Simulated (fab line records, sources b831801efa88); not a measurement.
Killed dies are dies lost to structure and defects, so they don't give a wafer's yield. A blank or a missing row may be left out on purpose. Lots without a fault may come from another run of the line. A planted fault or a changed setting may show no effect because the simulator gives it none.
Tool commonality check | flow gf180mcu | 13 lots, 39 wafers sampled

WHY IT WAS OPENED
At GF_PSD_RS_MEAS_14 the reading NSD_RS is flagged on 3 of 13 lots. Wafers without a fault read 46.15 ohm/sq, standard deviation 0.1.
Rule: a lot is flagged when every wafer of it that has a number lies more than 4 standard deviations from that mean, or none has a number. The other lots count as sound.

lot  | measured     | on            | NSD_RS (ohm/sq), wafer by wafer | flag
L555 | day 14 10:16 | film_metro-02 | 46.18 46.09 46.24               |
L558 | day 15 09:07 | film_metro-02 | 46.12 46.08 46.12               |
L559 | day 15 16:14 | film_metro-02 | 46.08 46.13 46.16               |
L562 | day 17 04:38 | film_metro-03 | 47.72 47.77 47.69               | FLAGGED
L564 | day 17 15:21 | film_metro-02 | 47.65 47.73 47.77               | FLAGGED
L565 | day 17 23:22 | film_metro-02 | 47.63 47.61 47.68               | FLAGGED
L572 | day 20 10:25 | film_metro-03 | 46.13 46.15 46.23               |
L573 | day 20 12:25 | film_metro-04 | 46.20 46.21 46.23               |
L574 | day 21 01:04 | film_metro-02 | 46.31 46.34 46.38               |
L575 | day 21 16:10 | film_metro-02 | 46.19 46.04 46.09               |
L576 | day 21 16:31 | film_metro-03 | 46.14 45.98 45.98               |
L577 | day 22 03:38 | film_metro-04 | 46.18 46.18 46.18               |
L578 | day 22 10:59 | film_metro-04 | 46.23 46.34 46.31               |
The numbers of the flagged lots are 47.69 ohm/sq on average: +1.54 ohm/sq against the usual, or +15 standard deviations.

WHICH TOOL RAN EACH LOT
The record holds 1 process step before the reading, out of a route of 602 steps. In each cell: the tool, then ch and the chambers that the sampled wafers went through, then the start.
lot  | flag    | GF_PSD_RTA_13
L555 |         | rtp_anneal-02 ch 0, day 14 10:11
L558 |         | rtp_anneal-02 ch 0, day 15 09:02
L559 |         | rtp_anneal-01 ch 0, day 15 16:08
L562 | FLAGGED | rtp_anneal-01 ch 0, day 17 04:32
L564 | FLAGGED | rtp_anneal-01 ch 0, day 17 15:16
L565 | FLAGGED | rtp_anneal-01 ch 0, day 17 23:17
L572 |         | rtp_anneal-01 ch 0, day 20 10:20
L573 |         | rtp_anneal-02 ch 0, day 20 12:16
L574 |         | rtp_anneal-02 ch 0, day 21 00:59
L575 |         | rtp_anneal-02 ch 0, day 21 16:04
L576 |         | rtp_anneal-01 ch 0, day 21 16:26
L577 |         | rtp_anneal-02 ch 0, day 22 03:32
L578 |         | rtp_anneal-02 ch 0, day 22 10:55
What these steps do:
- GF_PSD_RTA_13: time 20 s.
- GF_PSD_RS_MEAS_14: measures by four-point-probe.

FLAGGED OVER TOTAL, TOOL BY TOOL (the gauges that took the reading come last)
step              | tool          | lots run | flagged | share of the flagged lots | sound lots run after its first flagged lot
GF_PSD_RTA_13     | rtp_anneal-01 | 6        | 3       | all                       | 2 (L572,L576)
GF_PSD_RTA_13     | rtp_anneal-02 | 7        | 0       | none                      | -
GF_PSD_RS_MEAS_14 | film_metro-02 | 7        | 2       | some                      | 2 (L574,L575)
GF_PSD_RS_MEAS_14 | film_metro-03 | 3        | 1       | some                      | 2 (L572,L576)
GF_PSD_RS_MEAS_14 | film_metro-04 | 3        | 0       | none                      | -

WHAT THE TABLE ALLOWS
1 row of the table ran every flagged lot: rtp_anneal-01 at GF_PSD_RTA_13.
- rtp_anneal-01 at GF_PSD_RTA_13: 3 of its 6 lots flagged. Sound lots ran on it after the first flagged one (L572, L576), which a lasting fault on the whole tool wouldn't allow. Its own readings lie more than 4 standard deviations out on every wafer of the flagged lots: run_length_s.
No row of the table ran every flagged lot and no sound lot after the first.

WHAT THE SIMULATOR HAD PUT IN
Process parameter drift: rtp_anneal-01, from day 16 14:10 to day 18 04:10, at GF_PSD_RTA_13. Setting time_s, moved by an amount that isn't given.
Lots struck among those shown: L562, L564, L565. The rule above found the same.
